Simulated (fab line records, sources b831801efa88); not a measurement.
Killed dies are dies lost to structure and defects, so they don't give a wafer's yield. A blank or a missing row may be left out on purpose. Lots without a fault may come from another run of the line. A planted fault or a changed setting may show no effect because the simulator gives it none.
Which tool did it? | flow sfq_line | 13 lots, 39 wafers sampled, at 2 steps of a route of 325

WHAT THE GAUGES READ, wafer by wafer
SFQ_M4_RS_MEAS_924: measures by four-point-probe. Usual: M4_NB_RS 0.895 ohm/sq, standard deviation 0.01.
lot  | measured     | on            | M4_NB_RS (ohm/sq) | flag
L829 | day 41 22:04 | film_metro-03 | 0.903 0.890 0.878 |
L832 | day 43 06:30 | film_metro-01 | 0.899 0.909 0.896 |
L833 | day 45 08:52 | film_metro-03 | 0.916 0.893 0.889 |
L834 | day 45 13:40 | film_metro-03 | 0.898 0.922 0.922 |
L837 | day 46 22:08 | film_metro-03 | 1.091 0.899 0.882 | OFF
L839 | day 47 06:32 | film_metro-01 | 0.884 0.893 0.881 |
L845 | day 49 19:43 | film_metro-01 | 0.888 0.877 0.885 |
L846 | day 49 21:04 | film_metro-03 | 0.890 0.890 0.889 |
L847 | day 51 07:46 | film_metro-03 | 0.907 0.897 0.908 |
L849 | day 53 07:40 | film_metro-03 | 0.892 0.881 0.883 |
L850 | day 53 10:06 | film_metro-03 | 0.911 0.913 0.909 |
L851 | day 53 11:40 | film_metro-01 | 0.888 0.908 0.903 |
L852 | day 53 14:02 | film_metro-02 | 0.895 0.911 0.908 |

WHICH TOOL RAN EACH LOT (tool, then ch and the chambers of the sampled wafers, then the start)
lot  | SFQ_TRILAYER_M4_DEP_SPUTTER_091
L829 | pvd_sputter-05, day 41 21:59
L832 | pvd_sputter-05, day 43 06:22
L833 | pvd_sputter-03, day 45 08:46
L834 | pvd_sputter-03, day 45 13:34
L837 | pvd_sputter-03, day 46 22:02
L839 | pvd_sputter-05, day 47 06:26
L845 | pvd_sputter-06, day 49 19:38
L846 | pvd_sputter-03, day 49 20:58
L847 | pvd_sputter-05, day 51 07:40
L849 | pvd_sputter-03, day 53 07:34
L850 | pvd_sputter-06, day 53 09:58
L851 | pvd_sputter-03, day 53 11:33
L852 | pvd_sputter-05, day 53 13:57
- SFQ_TRILAYER_M4_DEP_SPUTTER_091: material Nb, target thk 200 nm, time 133.3 s.

WHAT THE TOOLS THEMSELVES READ (means of the sampled wafers that have a number; where no wafer has one, the mark that the record gives instead)
SFQ_TRILAYER_M4_DEP_SPUTTER_091. Usual: base_pressure_pa 1.32e-06 Pa, standard deviation 9.1e-08; chamber_pressure_pa 0.13325 Pa, standard deviation 0.00027; throttle_valve_pct 30.0 %, standard deviation 1.2.
lot  | tool           | base_pressure_pa (Pa) | chamber_pressure_pa (Pa) | throttle_valve_pct (%) | flag
L829 | pvd_sputter-05 | 1.30e-06              | 0.13312                  | 30.3                   |
L832 | pvd_sputter-05 | 1.28e-06              | 0.13323                  | 31.2                   |
L833 | pvd_sputter-03 | 1.26e-06              | 0.13330                  | 29.7                   |
L834 | pvd_sputter-03 | 1.30e-06              | 0.13285                  | 28.4                   |
L837 | pvd_sputter-03 | 1.39e-06              | 0.13319                  | 29.1                   |
L839 | pvd_sputter-05 | 1.30e-06              | 0.13315                  | 30.2                   |
L845 | pvd_sputter-06 | 1.28e-06              | 0.13334                  | 29.7                   |
L846 | pvd_sputter-03 | 1.28e-06              | 0.13346                  | 30.1                   |
L847 | pvd_sputter-05 | 1.30e-06              | 0.13322                  | 29.2                   |
L849 | pvd_sputter-03 | 1.26e-06              | 0.13291                  | 30.1                   |
L850 | pvd_sputter-06 | 1.28e-06              | 0.13314                  | 30.8                   |
L851 | pvd_sputter-03 | 1.36e-06              | 0.13308                  | 29.0                   |
L852 | pvd_sputter-05 | 1.34e-06              | 0.13305                  | 29.8                   |

THE ANSWER, worked out from the rows above alone
Rule: a lot is off if the mean of its wafers that have a number lies more than 3 standard deviations from the usual mean. A lot without any number at a reading at which 4 lots or more have one is off too. The other lots that the step has rows for count as sound. The gauges are gone through in route order, then the tools' own readings, and for those a lot's mean is taken as printed above. The first step at which some lot is off is used, and at that step the reading that is off furthest; a lot without a number counts as furthest.
Off: L837, at SFQ_M4_RS_MEAS_924 (M4_NB_RS).
A tool fits if, at a process step before that reading, it ran every lot that is off, and no sound lot after the first of them. The gauges at SFQ_M4_RS_MEAS_924 are tried like those tools. None of those tried fits.

WHAT THE SIMULATOR HAD PUT IN
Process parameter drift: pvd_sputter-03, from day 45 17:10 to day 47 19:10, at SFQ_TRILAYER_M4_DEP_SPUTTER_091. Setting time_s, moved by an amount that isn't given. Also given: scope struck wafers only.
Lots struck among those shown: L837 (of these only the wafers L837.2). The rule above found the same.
